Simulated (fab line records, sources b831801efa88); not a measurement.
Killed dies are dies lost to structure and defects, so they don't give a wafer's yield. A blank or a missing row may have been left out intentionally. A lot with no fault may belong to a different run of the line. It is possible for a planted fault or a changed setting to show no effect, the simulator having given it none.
Comparing a struck lot with a sound one	flow sky130	23 steps out of a route of 708
Sound: the wafers L515.2, L515.4, L515.6. Wafers struck: L523.1, L523.2, L523.6. At the end, the cause is stated.
Each step with rows lists, per side, the tool, then ch with its chambers, then its first start. Under that, the readings that differ: sound wafers	struck wafers	difference of the means	sigmas: that difference in standard deviations of wafers without a fault.
alike: a reading whose means differ by less than 2 such deviations, as well as words and numbers matching on both sides. not compared: withheld readings; readings where some wafer has no value; bounds like >300 that might hide an equal value; numbers whose values overlap and for which the record gives no deviation.
Wherever a step has rows on one side only, a row that says differs or no value, or a row with sigmas, the two part there. Numbers that have no deviation but don't overlap get no sigmas and don't part them. A reading that every wafer of one side lacks parts them only if that side has two wafers or more.

first, 1 step without rows for these wafers: SKY_CAP2M_DEVELOP_11 (develop time 60 s).
SKY_CAP2M_OVL_MEAS_12:
  sound on overlay-01, day 40 17:53; struck on overlay-01, day 43 06:38
  alike: CAP2M_OVL
SKY_CAP2M_METAL_ETCH_13: etches TiN in Cl2/BCl3, stops on SiO2, target depth 220 nm, time 62.9 s.
  sound on rieMetal-01 ch 0,1, day 40 17:55; struck on rieMetal-01 ch 0,1, day 43 06:41
  alike: biasW, drypumpMotorCurrentA, mfcCl2Sccm, oesProductAu, rfFwdPowerW, throttleValvePct
  not compared: rfHoursCounterH
SKY_CAP2M_STRIP_14: strips in O2/N2.
  sound on plasmaAsher-02 ch 1, day 40 18:00; struck on plasmaAsher-02 ch 0,1, day 43 06:45
  alike: drypumpMotorCurrentA, oesProductAu, stripTimeToEndpointS
  not compared: rfHoursCounterH
then, 8 steps without rows for these wafers: SKY_CAP2M_STRIP_15 (strips in post etch residue remover, time 1200 s); SKY_CAP2M_CLEAN_16 (cleans in IPA, time 180 s); SKY_CAP2M_CLEAN_17 (cleans in O3/DIW); SKY_METAL4_DEHYDRATE_05 (time 60 s); SKY_METAL4_HMDS_06 (prime time 60 s); SKY_METAL4_COAT_07 (resist thk 60 nm); SKY_METAL4_COAT_08 (resist thk 1140 nm); SKY_METAL4_SOFTBAKE_09 (time 90 s).
SKY_METAL4_EXPOSE_10: exposes mask MM4, target cd 300 nm.
  sound on krfScanner-01 ch 0, day 41 07:05; struck on krfScanner-02 ch 0, day 43 19:04
reading	sound	struck	difference	sigmas
exposureDoseMJCm2	27.990 28.011 27.975	26.674 26.689 26.739	-1.291	-45
  alike: mask
then, 2 steps without rows for these wafers: SKY_METAL4_PEB_11; SKY_METAL4_DEVELOP_12 (develop time 60 s).
SKY_METAL4_CD_MEAS_13: the cd target is 300 nm.
  sound on cdSem-01, day 41 18:07; struck on cdSem-01, day 44 05:17
reading	sound	struck	difference	sigmas
cdNm (nm)	298.8 300.1 299.1	243.3 260.1 269.3	-41.8	-28
SKY_METAL4_OVL_MEAS_14:
  sound on overlay-02, day 41 18:13; struck on overlay-02, day 44 05:25
reading	sound	struck	difference	sigmas
METAL4_OVL (nm)	6 6 -1	-8 -6 -8	-11	-2
SKY_METAL4_DESCUM_15: chemistry O2, time 8 s.
  sound on rieMetal-01 ch 0,1, day 41 18:14; struck on rieMetal-01 ch 0,1, day 44 05:26
reading	sound	struck	difference	sigmas
model.METAL4.cdNm (nm)	299.2 300 299.9	243.1 259.9 269.5	-42.2	
  alike: drypumpMotorCurrentA, oesProductAu, rfFwdPowerW
  not compared: rfHoursCounterH
SKY_METAL4_ETCH_16: etches BARC in N2/H2, stops on SiO2, time 88.2 s, target depth 60 nm.
  sound on rieMetal-01 ch 0,1, day 41 18:16; struck on rieMetal-01 ch 0,1, day 44 05:28
  alike: biasW, drypumpMotorCurrentA, oesProductAu, rfFwdPowerW, throttleValvePct
  not compared: rfHoursCounterH
SKY_METAL4_ETCH_17: etches SiO2 in C4F8/O2/Ar, stops on TiN, time 3.9 s, target depth 15 nm.
  sound on rieDiel-04 ch 2,3, day 41 18:22; struck on rieDiel-03 ch 1,3, day 44 05:34
reading	sound	struck	difference	sigmas
biasW (W)	1202 1202 1199	1193 1196 1195	-6	-2
  alike: oesProductAu, rfFwdPowerW
  not compared: rfHoursCounterH
SKY_METAL4_METAL_ETCH_18: etches the open film in Cl2/BCl3, stops on SiO2, target depth 845 nm, time 183.1 s.
  sound on rieMetal-04 ch 0, day 41 18:23; struck on rieMetal-03 ch 0,1, day 44 05:35
reading	sound	struck	difference	sigmas
model.METAL4.cdNm (nm)	298.9 302.3 303.7	242.8 259.8 271.6	-43.6	
  alike: biasW, drypumpMotorCurrentA, mfcCl2Sccm, oesProductAu, rfFwdPowerW, throttleValvePct
  not compared: rfHoursCounterH
SKY_METAL4_STRIP_19: strips in O2/N2.
  sound on plasmaAsher-03 ch 0,1, day 41 18:34; struck on plasmaAsher-01 ch 0,1, day 44 05:46
  alike: drypumpMotorCurrentA, oesProductAu, stripTimeToEndpointS
  not compared: rfHoursCounterH
-- the record jumps here: 4 days lie between the struck wafers' starts before and after (it left off in module METAL4 and takes up again in module PAD_OPEN, whose first step shown is number 708 of the route) --
SKY_PAD_OPEN_PROBE_99:
  sound on prober-02, day 45 20:01; struck on prober-02, day 47 20:54
reading	sound	struck	difference	sigmas
defectLimitedYield (%)	83.1 81.3 80.3	28.3 73.6 80.1	-20.9	-11
killed_at_M4_up	2 4 3	276 49 6	+107	+56
killedDies	83 92 97	353 130 98	+103	+11
killedOnRim	17 18 15	36 21 23	+10	+2
sort_bin_5_function (%)	12.0 11.0 13.0	64.4 19.1 12.0	+19.8	+14
sortNPass	409 400 395	139 362 394	-103	-11
sortYieldPct (%)	83.1 81.3 80.3	28.3 73.6 80.1	-20.9	-11
  alike: killed_at_M0_to_M3, killedAtContacts, killedAtFrontEnd, killedAtOther, killedOpen, killedShort, sort_bin_3_pad_short, sort_bin_6_memory

WHERE THEY PART
At SKY_METAL4_EXPOSE_10 first; at SKY_PAD_OPEN_PROBE_99 last (within this record only).

WHY: what had been put in by the simulator
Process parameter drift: krfScanner-02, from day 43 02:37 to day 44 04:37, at SKY_METAL4_EXPOSE_10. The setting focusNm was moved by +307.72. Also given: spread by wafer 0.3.
